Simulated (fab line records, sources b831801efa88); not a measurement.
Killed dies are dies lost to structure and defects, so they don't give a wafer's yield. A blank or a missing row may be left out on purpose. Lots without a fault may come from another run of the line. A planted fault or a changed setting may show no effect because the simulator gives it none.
Which tool did it? | flow sky130 | 13 lots, 36 wafers sampled, at 5 steps of a route of 708

WHAT THE GAUGES READ, wafer by wafer
SKY_VT_ADJUST_LVTN_TW_MEAS_10.
lot  | measured     | on            | VT_ADJUST_LVTN_TW
L518 | day 7 01:59  | film_metro-03 | 243.1 242.7 243.2
L519 | day 7 09:36  | film_metro-03 | 243.7 243.1 242.8
L520 | day 7 17:29  | film_metro-03 | 243.6 242.0 242.5
L521 | day 7 20:05  | film_metro-01 | 244.3 243.1 243.2
L524 | day 8 19:28  | film_metro-01 | 242.1 217.3 241.3 215.9
L526 | day 10 03:26 | film_metro-01 | 218.4 217.5 219.7 219.5
L528 | day 10 04:28 | film_metro-04 | 242.7 218.1 242.4 217.2
L531 | day 11 00:32 | film_metro-03 | 242.8 244.5 243.8
L533 | day 11 08:54 | film_metro-04 | 241.3 241.3 242.0
L536 | day 12 03:11 | film_metro-03 | 244.0 243.4 243.0
L537 | day 12 10:17 | film_metro-04 | 243.3 242.6 242.5
L538 | day 12 18:08 | film_metro-01 | 241.4 243.6 242.6
L539 | day 12 23:19 | film_metro-03 | 242.6 242.8 242.8

SKY_GATE_OXIDE_TW_MEAS_14.
lot  | measured     | on            | GATE_OXIDE_TW
L518 | day 13 20:32 | film_metro-03 | 228.4 226.2 227.6
L519 | day 14 08:16 | film_metro-03 | 227.5 228.4 228.1
L520 | day 14 15:43 | film_metro-01 | 226.1 225.4 226.7
L521 | day 14 19:58 | film_metro-03 | 226.5 226.1 226.2
L524 | day 16 03:18 | film_metro-03 | 227.6 227.0
L526 | day 18 00:49 | film_metro-01 | 226.9 227.4
L528 | day 18 05:35 | film_metro-01 | 226.7 227.4
L531 | day 19 03:52 | film_metro-02 | 225.0 223.9 224.8
L533 | day 19 13:39 | film_metro-02 | 225.2 223.6 224.2
L536 | day 21 06:08 | film_metro-03 | 226.8 226.9 227.6
L537 | day 21 09:10 | film_metro-01 | 225.7 223.8 223.5
L538 | day 21 12:53 | film_metro-02 | 224.6 223.9 225.3
L539 | day 21 18:07 | film_metro-01 | 224.5 226.6 225.0

SKY_RES_PROTECT_TW_MEAS_08.
lot  | measured     | on            | POLY_GATE_TW
L518 | day 15 02:43 | film_metro-01 | 4046 4045 4056
L519 | day 15 15:55 | film_metro-04 | 4077 4062 4069
L520 | day 15 21:01 | film_metro-03 | 4067 4097 4093
L521 | day 16 03:31 | film_metro-01 | 4039 4057 4045
L524 | day 17 11:22 | film_metro-01 | 4016 4035
L526 | day 19 12:11 | film_metro-01 | 4054 4066
L528 | day 19 15:56 | film_metro-01 | 4046 4050
L531 | day 20 14:20 | film_metro-01 | 4076 4040 4054
L533 | day 20 23:19 | film_metro-04 | 4074 4065 4066
L536 | day 22 15:27 | film_metro-04 | 4076 4052 4079
L537 | day 22 19:06 | film_metro-01 | 4077 4068 4046
L538 | day 22 22:25 | film_metro-01 | 4064 4075 4072
L539 | day 23 03:22 | film_metro-04 | 4036 4034 4050

WHICH TOOL RAN EACH LOT (tool, then ch and the chambers of the sampled wafers, then the start)
lot  | SKY_VT_ADJUST_LVTN_IMPLANT_08   | SKY_GATE_OXIDE_STRIP_13
L518 | implanter-03 ch 0, day 7 01:44  | plasma_asher-03 ch 0,1, day 13 20:26
L519 | implanter-02 ch 0, day 7 09:22  | plasma_asher-03 ch 0,1, day 14 08:10
L520 | implanter-02 ch 0, day 7 17:14  | plasma_asher-03 ch 0,1, day 14 15:37
L521 | implanter-01 ch 0, day 7 19:50  | plasma_asher-03 ch 0,1, day 14 19:52
L524 | implanter-01 ch 0, day 8 19:14  | plasma_asher-01 ch 1, day 16 03:11
L526 | implanter-01 ch 0, day 10 03:13 | plasma_asher-03 ch 0, day 18 00:44
L528 | implanter-01 ch 0, day 10 04:14 | plasma_asher-03 ch 1, day 18 05:28
L531 | implanter-02 ch 0, day 11 00:20 | plasma_asher-02 ch 0,1, day 19 03:47
L533 | implanter-03 ch 0, day 11 08:40 | plasma_asher-02 ch 0,1, day 19 13:32
L536 | implanter-02 ch 0, day 12 02:56 | plasma_asher-03 ch 0,1, day 21 06:02
L537 | implanter-03 ch 0, day 12 10:02 | plasma_asher-01 ch 0,1, day 21 09:04
L538 | implanter-01 ch 0, day 12 17:53 | plasma_asher-03 ch 0, day 21 12:47
L539 | implanter-02 ch 0, day 12 23:04 | plasma_asher-02 ch 0, day 21 18:01
- SKY_VT_ADJUST_LVTN_IMPLANT_08
- SKY_GATE_OXIDE_STRIP_13: strips in O2/N2.

WHAT THE TOOLS THEMSELVES READ (means of the sampled wafers that have a number; where no wafer has one, the mark that the record gives instead)
SKY_VT_ADJUST_LVTN_IMPLANT_08.
lot  | tool         | beam_on_s (s) | end_station_pressure_torr (Torr)
L518 | implanter-03 | 9.86          | 5.04e-06
L519 | implanter-02 | 10.01         | 5.39e-06
L520 | implanter-02 | 9.75          | 5.02e-06
L521 | implanter-01 | 9.94          | 4.99e-06
L524 | implanter-01 | 9.71          | 5.13e-06
L526 | implanter-01 | 10.02         | 5.09e-06
L528 | implanter-01 | 9.77          | 4.78e-06
L531 | implanter-02 | 10.05         | 4.98e-06
L533 | implanter-03 | 9.94          | 4.94e-06
L536 | implanter-02 | 10.04         | 4.99e-06
L537 | implanter-03 | 9.80          | 4.90e-06
L538 | implanter-01 | 9.94          | 5.14e-06
L539 | implanter-02 | 9.85          | 5.01e-06

SKY_GATE_OXIDE_STRIP_13.
lot  | tool            | drypump_motor_current_A (A) | oes_product_au (a.u.) | strip_time_to_endpoint_s (s)
L518 | plasma_asher-03 | 6.0                         | 0.711                 | 14.18
L519 | plasma_asher-03 | 6.0                         | 0.723                 | 14.14
L520 | plasma_asher-03 | 6.1                         | 0.714                 | 14.21
L521 | plasma_asher-03 | 6.0                         | 0.720                 | 14.23
L524 | plasma_asher-01 | 5.3                         | 0.710                 | 14.21
L526 | plasma_asher-03 | 6.2                         | 0.716                 | 14.19
L528 | plasma_asher-03 | 5.9                         | 0.713                 | 14.20
L531 | plasma_asher-02 | 5.0                         | 0.714                 | 14.14
L533 | plasma_asher-02 | 5.4                         | 0.720                 | 14.21
L536 | plasma_asher-03 | 6.1                         | 0.716                 | 14.21
L537 | plasma_asher-01 | 5.3                         | 0.716                 | 14.23
L538 | plasma_asher-03 | 6.2                         | 0.715                 | 14.20
L539 | plasma_asher-02 | 5.7                         | 0.713                 | 14.17

THE ANSWER, worked out from the rows above alone
Rule: what is usual is taken from the lots themselves. Put in order of their means at a reading, lots are off if they are a third of the lots or fewer, leave a main group of 4 or more, and stand apart from it by a gap of 3 or more times the standard deviation of the main group's means; of several such gaps the widest counts. A main group whose means are all the same, to the digits that the tables above print for the reading, isn't used. A lot without any number at a reading at which 4 lots or more have one is off too. The other lots that the step has rows for count as sound. The gauges are gone through in route order, then the tools' own readings, and for those a lot's mean is taken as printed above. The first step at which some lot is off is used, and at that step the reading that is off furthest; a lot without a number counts as furthest.
Off: L524, L526, L528, at SKY_VT_ADJUST_LVTN_TW_MEAS_10 (VT_ADJUST_LVTN_TW). The main group: mean 242.9, standard deviation 0.59.
A tool fits if, at a process step before that reading, it ran every lot that is off, and no sound lot after the first of them. The gauges at SKY_VT_ADJUST_LVTN_TW_MEAS_10 are tried like those tools. None of those tried fits.

WHAT THE SIMULATOR HAD PUT IN
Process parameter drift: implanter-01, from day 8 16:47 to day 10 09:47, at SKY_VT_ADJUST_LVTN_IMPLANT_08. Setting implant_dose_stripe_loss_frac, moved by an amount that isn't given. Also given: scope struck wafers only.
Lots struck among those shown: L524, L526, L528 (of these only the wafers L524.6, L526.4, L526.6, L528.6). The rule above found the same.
